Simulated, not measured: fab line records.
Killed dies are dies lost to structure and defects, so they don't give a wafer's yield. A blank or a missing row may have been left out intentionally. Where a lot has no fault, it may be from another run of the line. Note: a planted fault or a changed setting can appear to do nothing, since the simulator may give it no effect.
Code-filled problem report in 8D (eight disciplines) form -- flow gf180mcu -- the parts of the form that need people (team, actions taken, sign-off) are left out

## 1. THE PROBLEM
Across 6 wafers from 2 lots, HV_LDD_03_OVL at GF_HV_LDD_OVL_MEAS_47 averages 162.9 nm, while fault-free wafers read 0.3 nm with a standard deviation of 1.2. That is +99 or more standard deviations from the usual mean.
Seen first at day 14 19:44 on overlay-01, wafer L687.1. The record holds 42 wafers of 14 lots with a number at this step. By rule, "out" or "out of limits" means more than 4 standard deviations away from the usual mean. The other wafers with a number count as sound.

## 2. WHAT IT IS; WHAT IT IS NOT
question,is,is not
which readings at this step,HV_LDD_03_OVL,-
which lots,"L687, L688","L680, L682, L683, L684, L689, L692, L696, L697, L698, L699, L700, L702"
which wafers of those lots,all that have a number,-
read on which gauges,overlay-01,overlay-02
when,from day 14 19:44,"up to then (12 sound wafers); but 24 sound wafers of L689, L692, L696, L697, L698, L699, L700, L702 came after"

## 3. SUSPECTS, AND WHAT RULES EACH OUT
Counting: a tool at any process step up to the reading remains a suspect when it ran all the lots that are out and ran no sound lot after the first of those.
- the gauge at GF_HV_LDD_OVL_MEAS_47: kept. All the wafers that are out were read on overlay-01, and no step on other tools shows them out.
- iline stepper-01 at GF_HV_LDD_EXPOSE_43 (exposes mask Pplus HV AREA, target cd 400 nm): kept. It ran every lot that is out, first L687 (day 14 08:58), and no sound lot after that; its last sound lot up to then is L684 (day 13 09:53).
The count leaves overlay-01 at GF_HV_LDD_OVL_MEAS_47 and iline stepper-01 at GF_HV_LDD_EXPOSE_43.

## 4. THE CAUSE (what the simulator had put in)
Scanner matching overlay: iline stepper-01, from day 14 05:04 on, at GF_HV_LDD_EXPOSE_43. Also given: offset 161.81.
After counting, 2 suspects remain, this tool included.

## 5. SEQUENCE OF EFFECTS, ordered by route
Rows list readings where the struck wafers' mean (over those with a number) sits beyond 3 standard deviations from the usual. Scope: only readings with a usual standard deviation given in the record; hours: median across lots of the time from each lot's start at the first step in this table that gives one to its start at this step; sigmas: change in usual standard deviations.
hours,step,reading,usual,on struck wafers,change,sigmas
0,GF_HV_LDD_OVL_MEAS_47,HV_LDD_03_OVL,0.3 nm,162.9,+162.6,+99 or more
Later steps that measure or inspect, where all struck wafers having a row at the step show a number for every such reading and not one has moved that far: GF_NSD_OVL_MEAS_08.

## 6. HOW IT WOULD HAVE BEEN CAUGHT EARLIER
In this record the first reading out of limits at a measuring or inspecting step was taken at day 14 19:44, 15 hours after the fault began at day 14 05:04.
By day 14 19:44 the whole set of lots that are out, 2 in number, had already begun GF_HV_LDD_EXPOSE_43 on iline stepper-01. Had the tool been put on hold then, not one of them would have been saved.
